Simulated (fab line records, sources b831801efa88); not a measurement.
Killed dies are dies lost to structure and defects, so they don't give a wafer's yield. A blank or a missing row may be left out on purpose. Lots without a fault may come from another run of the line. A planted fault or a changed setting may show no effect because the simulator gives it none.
Which tool did it? | flow gf180mcu | 14 lots, 41 wafers sampled, at 4 steps of a route of 602

WHAT THE GAUGES READ, wafer by wafer
GF_V5_RS_MEAS_24: measures by four-point-probe. Usual: V5_W_RS 0.3272 ohm/sq, standard deviation 0.0029.
lot  | measured     | on            | V5_W_RS (ohm/sq)     | flag
L545 | day 26 23:48 | film_metro-04 | 0.3308 0.3255 0.3292 |
L547 | day 27 17:21 | film_metro-02 | 0.3201 0.3232 0.3244 |
L548 | day 27 23:59 | film_metro-01 | 0.3287 0.3220 0.3249 |
L549 | day 28 11:36 | film_metro-02 | 0.3284 0.3264 0.3260 |
L550 | day 28 23:07 | film_metro-02 | 0.3291 0.3336 0.3325 |
L551 | day 29 10:52 | film_metro-02 | 0.3280 0.3286 0.3252 |
L552 | day 29 14:34 | film_metro-02 | 0.3246 0.3239 0.3262 |
L553 | day 29 14:46 | film_metro-04 | 0.3242 0.3281 0.3289 |
L554 | day 30 02:47 | film_metro-01 | 0.3293 0.3286 0.3288 |
L562 | day 32 03:52 | film_metro-02 | 0.3267 0.3226        |
L563 | day 32 10:27 | film_metro-02 | 0.3258 0.3221 0.3220 |
L566 | day 33 01:18 | film_metro-01 | 0.3304 0.3279 0.3298 |
L567 | day 33 06:32 | film_metro-04 | 0.3247 0.3255 0.3217 |
L568 | day 33 20:01 | film_metro-01 | 0.3323 0.3244 0.3288 |

WHICH TOOL RAN EACH LOT (tool, then ch and the chambers of the sampled wafers, then the start)
lot  | GF_M1_SPUTTER_04             | GF_V5_SPUTTER_21             | GF_V5_SPUTTER_22
L545 | pvd_sputter-03, day 16 01:01 | pvd_sputter-01, day 26 23:33 | pvd_sputter-01, day 26 23:37
L547 | pvd_sputter-03, day 16 18:23 | pvd_sputter-01, day 27 17:08 | pvd_sputter-01, day 27 17:12
L548 | pvd_sputter-03, day 17 03:34 | pvd_sputter-01, day 27 23:46 | pvd_sputter-01, day 27 23:50
L549 | pvd_sputter-03, day 17 17:14 | pvd_sputter-02, day 28 11:23 | pvd_sputter-02, day 28 11:27
L550 | pvd_sputter-03, day 18 05:05 | pvd_sputter-01, day 28 22:52 | pvd_sputter-01, day 28 22:55
L551 | pvd_sputter-04, day 18 16:20 | pvd_sputter-03, day 29 10:39 | pvd_sputter-03, day 29 10:43
L552 | pvd_sputter-02, day 18 21:34 | pvd_sputter-03, day 29 14:18 | pvd_sputter-03, day 29 14:22
L553 | pvd_sputter-03, day 19 01:52 | pvd_sputter-01, day 29 14:34 | pvd_sputter-01, day 29 14:37
L554 | pvd_sputter-03, day 19 14:06 | pvd_sputter-03, day 30 02:32 | pvd_sputter-03, day 30 02:35
L562 | pvd_sputter-02, day 22 09:46 | pvd_sputter-02, day 32 03:38 | pvd_sputter-02, day 32 03:42
L563 | pvd_sputter-02, day 22 18:32 | pvd_sputter-03, day 32 10:14 | pvd_sputter-03, day 32 10:17
L566 | pvd_sputter-04, day 23 13:23 | pvd_sputter-03, day 33 01:05 | pvd_sputter-03, day 33 01:08
L567 | pvd_sputter-04, day 23 20:20 | pvd_sputter-01, day 33 06:18 | pvd_sputter-01, day 33 06:22
L568 | pvd_sputter-03, day 24 15:26 | pvd_sputter-01, day 33 19:48 | pvd_sputter-01, day 33 19:52
- GF_M1_SPUTTER_04: material TiN, target thk 50 nm, time 41.7 s.
- GF_V5_SPUTTER_21: material Ti, target thk 15 nm, time 80.02 s.
- GF_V5_SPUTTER_22: material TiN, target thk 10 nm, time 40 s.

WHAT THE TOOLS THEMSELVES READ (means of the sampled wafers that have a number; where no wafer has one, the mark that the record gives instead)
GF_M1_SPUTTER_04. Usual: throttle_valve_pct 29.8 %, standard deviation 1.2.
lot  | tool           | throttle_valve_pct (%) | flag
L545 | pvd_sputter-03 | 30.3                   |
L547 | pvd_sputter-03 | 29.7                   |
L548 | pvd_sputter-03 | 30.1                   |
L549 | pvd_sputter-03 | 29.9                   |
L550 | pvd_sputter-03 | 29.5                   |
L551 | pvd_sputter-04 | 29.9                   |
L552 | pvd_sputter-02 | 30.4                   |
L553 | pvd_sputter-03 | 29.6                   |
L554 | pvd_sputter-03 | 29.3                   |
L562 | pvd_sputter-02 | 31.6                   |
L563 | pvd_sputter-02 | 30.3                   |
L566 | pvd_sputter-04 | 29.5                   |
L567 | pvd_sputter-04 | 29.5                   |
L568 | pvd_sputter-03 | 29.9                   |

GF_V5_SPUTTER_21. Usual: throttle_valve_pct 30.3 %, standard deviation 1.3.
lot  | tool           | throttle_valve_pct (%) | flag
L545 | pvd_sputter-01 | 30.9                   |
L547 | pvd_sputter-01 | 29.3                   |
L548 | pvd_sputter-01 | 31.0                   |
L549 | pvd_sputter-02 | 31.8                   |
L550 | pvd_sputter-01 | 29.5                   |
L551 | pvd_sputter-03 | 29.7                   |
L552 | pvd_sputter-03 | 29.7                   |
L553 | pvd_sputter-01 | 30.9                   |
L554 | pvd_sputter-03 | 29.4                   |
L562 | pvd_sputter-02 | 31.5                   |
L563 | pvd_sputter-03 | 29.3                   |
L566 | pvd_sputter-03 | 29.4                   |
L567 | pvd_sputter-01 | 30.0                   |
L568 | pvd_sputter-01 | 30.8                   |

GF_V5_SPUTTER_22. Usual: throttle_valve_pct 30.3 %, standard deviation 1.3.
lot  | tool           | throttle_valve_pct (%) | flag
L545 | pvd_sputter-01 | 31.0                   |
L547 | pvd_sputter-01 | 29.3                   |
L548 | pvd_sputter-01 | 30.9                   |
L549 | pvd_sputter-02 | 31.7                   |
L550 | pvd_sputter-01 | 29.2                   |
L551 | pvd_sputter-03 | 29.6                   |
L552 | pvd_sputter-03 | 29.8                   |
L553 | pvd_sputter-01 | 31.2                   |
L554 | pvd_sputter-03 | 29.5                   |
L562 | pvd_sputter-02 | 31.7                   |
L563 | pvd_sputter-03 | 29.2                   |
L566 | pvd_sputter-03 | 29.6                   |
L567 | pvd_sputter-01 | 30.0                   |
L568 | pvd_sputter-01 | 30.6                   |

THE ANSWER, worked out from the rows above alone
Rule: a lot is off if the mean of its wafers that have a number lies more than 3 standard deviations from the usual mean. A lot without any number at a reading at which 4 lots or more have one is off too. The other lots that the step has rows for count as sound. The gauges are gone through in route order, then the tools' own readings, and for those a lot's mean is taken as printed above. The first step at which some lot is off is used, and at that step the reading that is off furthest; a lot without a number counts as furthest.
No lot is off at any reading shown: from this, nothing can be told.

WHAT THE SIMULATOR HAD PUT IN
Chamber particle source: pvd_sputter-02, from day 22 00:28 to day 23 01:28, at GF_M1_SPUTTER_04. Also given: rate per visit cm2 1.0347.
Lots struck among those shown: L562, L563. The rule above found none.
